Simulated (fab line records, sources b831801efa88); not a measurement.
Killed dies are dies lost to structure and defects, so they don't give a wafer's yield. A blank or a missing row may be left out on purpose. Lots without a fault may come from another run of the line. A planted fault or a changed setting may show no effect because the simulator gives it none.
Which tool did it? | flow gf180mcu | 14 lots, 42 wafers sampled, at 5 steps of a route of 602

WHAT THE GAUGES READ, wafer by wafer
GF_VT_IMPLANT_TW_MEAS_32.
lot  | measured     | on            | VT_IMPLANT_3_TW
L124 | day 6 20:05  | film_metro-01 | 260.9 262.6 262.6
L125 | day 7 01:43  | film_metro-01 | 262.9 264.3 263.8
L130 | day 8 15:53  | film_metro-03 | 264.2 266.0 265.6
L132 | day 9 03:09  | film_metro-04 | 269.2 271.7 269.0 270.1 269.6 270.5
L135 | day 9 23:37  | film_metro-01 | 270.0 269.9 270.6 270.5 270.1 269.2
L136 | day 10 06:22 | film_metro-01 | 265.4 264.3 266.5
L137 | day 10 13:25 | film_metro-04 | 264.6 266.0 264.5
L138 | day 10 17:50 | film_metro-01 | 264.7 265.7 264.0
L141 | day 11 12:43 | film_metro-04 | 262.5 263.8 264.2
L142 | day 11 20:05 | film_metro-04 | 262.9 263.0 264.2
L144 | day 12 07:37 | film_metro-01 | 265.8 265.7 265.6
L145 | day 12 13:12 | film_metro-04 | 263.3 262.3 263.7
L146 | day 12 19:20 | film_metro-03 | 268.0 269.7 267.2
L147 | day 13 02:43 | film_metro-03 | 263.6 265.7 263.7

GF_POLY_GATE_OVL_MEAS_11.
lot  | measured     | on         | POLY_GATE_OVL (nm)
L124 | day 9 03:10  | overlay-01 | -2 2 8
L125 | day 9 08:41  | overlay-01 | -3 -1 -2
L130 | day 11 02:06 | overlay-02 | -9 -12 -14
L132 | day 11 16:03 | overlay-02 | 0 8 5
L135 | day 12 12:32 | overlay-02 | 2 5 1
L136 | day 12 22:35 | overlay-01 | -1 2 -1
L137 | day 13 08:50 | overlay-01 | 5 9 8
L138 | day 13 09:16 | overlay-01 | 2 11 12
L141 | day 14 07:29 | overlay-01 | 3 -8 -11
L142 | day 14 19:03 | overlay-02 | 2 -2 2
L144 | day 15 02:55 | overlay-01 | -2 -5 -3
L145 | day 15 12:14 | overlay-01 | -1 3 -6
L146 | day 15 18:30 | overlay-01 | -2 5 -2
L147 | day 16 03:43 | overlay-01 | 17 18 13

GF_HV_LDD_OVL_MEAS_20.
lot  | measured     | on         | HV_LDD_01_OVL (nm)
L124 | day 10 17:55 | overlay-02 | 2.8 2.4 1.8
L125 | day 10 22:02 | overlay-01 | 0.1 1.0 1.0
L130 | day 12 17:13 | overlay-01 | 5.3 2.5 5.3
L132 | day 13 10:47 | overlay-01 | -0.6 -0.3 0.4
L135 | day 14 10:49 | overlay-01 | 1.8 1.6 2.8
L136 | day 14 20:34 | overlay-01 | 4.0 3.7 3.4
L137 | day 15 06:35 | overlay-02 | 0.7 -1.2 0.8
L138 | day 15 06:52 | overlay-01 | 1.3 0.1 0.7
L141 | day 16 04:06 | overlay-01 | 1.1 0.8 -0.6
L142 | day 16 15:58 | overlay-02 | 0.2 -0.2 0.0
L144 | day 17 06:20 | overlay-01 | 1.8 2.1 1.2
L145 | day 17 15:15 | overlay-02 | 0.8 3.2 2.4
L146 | day 17 22:57 | overlay-02 | -0.1 0.6 2.5
L147 | day 18 06:52 | overlay-01 | 2.7 3.1 1.9

GF_NSD_OVL_MEAS_08.
lot  | measured     | on         | NSD_OVL (nm)
L124 | day 13 05:17 | overlay-01 | 0.7 3.2 1.7
L125 | day 13 10:11 | overlay-02 | 2.1 2.8 2.5
L130 | day 15 09:05 | overlay-02 | 1.2 0.9 1.2
L132 | day 16 03:28 | overlay-01 | 3.1 0.9 2.6
L135 | day 17 07:17 | overlay-01 | 1.0 0.0 1.1
L136 | day 17 15:56 | overlay-02 | 0.6 -0.6 0.1
L137 | day 18 05:22 | overlay-01 | 1.7 2.3 0.5
L138 | day 18 06:55 | overlay-02 | 1.1 -0.1 1.9
L141 | day 19 06:25 | overlay-02 | 1.2 1.5 0.9
L142 | day 19 18:16 | overlay-02 | 1.6 2.0 1.6
L144 | day 20 11:05 | overlay-02 | 1.4 0.7 0.3
L145 | day 21 00:07 | overlay-01 | -1.8 -0.5 -0.2
L146 | day 21 03:19 | overlay-02 | 2.3 2.3 1.8
L147 | day 21 12:34 | overlay-01 | -1.7 -0.9 -0.9

WHICH TOOL RAN EACH LOT (tool, then ch and the chambers of the sampled wafers, then the start)
lot  | GF_VT_IMPLANT_IMPLANT_30
L124 | implanter-02 ch 0, day 6 19:50
L125 | implanter-03 ch 0, day 7 01:31
L130 | implanter-03 ch 0, day 8 15:39
L132 | implanter-01 ch 0, day 9 02:56
L135 | implanter-01 ch 0, day 9 23:13
L136 | implanter-02 ch 0, day 10 06:09
L137 | implanter-03 ch 0, day 10 13:10
L138 | implanter-03 ch 0, day 10 17:35
L141 | implanter-02 ch 0, day 11 12:29
L142 | implanter-02 ch 0, day 11 19:48
L144 | implanter-03 ch 0, day 12 07:22
L145 | implanter-02 ch 0, day 12 12:58
L146 | implanter-03 ch 0, day 12 19:07
L147 | implanter-01 ch 0, day 13 02:28
- GF_VT_IMPLANT_IMPLANT_30

WHAT THE TOOLS THEMSELVES READ (means of the sampled wafers that have a number; where no wafer has one, the mark that the record gives instead)
GF_VT_IMPLANT_IMPLANT_30.
lot  | tool         | beam_energy_keV | tilt_deg (degrees)
L124 | implanter-02 | 25.006          | 7.007
L125 | implanter-03 | 24.997          | 6.996
L130 | implanter-03 | 24.999          | 7.016
L132 | implanter-01 | 27.828          | 7.000
L135 | implanter-01 | 27.834          | 6.984
L136 | implanter-02 | 25.000          | 6.990
L137 | implanter-03 | 24.998          | 6.969
L138 | implanter-03 | 24.998          | 7.024
L141 | implanter-02 | 24.994          | 7.010
L142 | implanter-02 | 24.999          | 7.000
L144 | implanter-03 | 25.003          | 7.021
L145 | implanter-02 | 25.007          | 7.015
L146 | implanter-03 | 25.006          | 6.992
L147 | implanter-01 | 24.992          | 6.999

THE ANSWER, worked out from the rows above alone
Rule: what is usual is taken from the lots themselves. Put in order of their means at a reading, lots are off if they are a third of the lots or fewer, leave a main group of 4 or more, and stand apart from it by a gap of 3 or more times the standard deviation of the main group's means; of several such gaps the widest counts. A main group whose means are all the same, to the digits that the tables above print for the reading, isn't used. A lot without any number at a reading at which 4 lots or more have one is off too. The other lots that the step has rows for count as sound. The gauges are gone through in route order, then the tools' own readings, and for those a lot's mean is taken as printed above. The first step at which some lot is off is used, and at that step the reading that is off furthest; a lot without a number counts as furthest.
Off: L132, L135, at GF_VT_IMPLANT_IMPLANT_30 (beam_energy_keV). The main group: mean 25.000, standard deviation 0.0046.
A tool fits if, at that step or a process step before it, it ran every lot that is off, and no sound lot after the first of them. None of those tried fits.

WHAT THE SIMULATOR HAD PUT IN
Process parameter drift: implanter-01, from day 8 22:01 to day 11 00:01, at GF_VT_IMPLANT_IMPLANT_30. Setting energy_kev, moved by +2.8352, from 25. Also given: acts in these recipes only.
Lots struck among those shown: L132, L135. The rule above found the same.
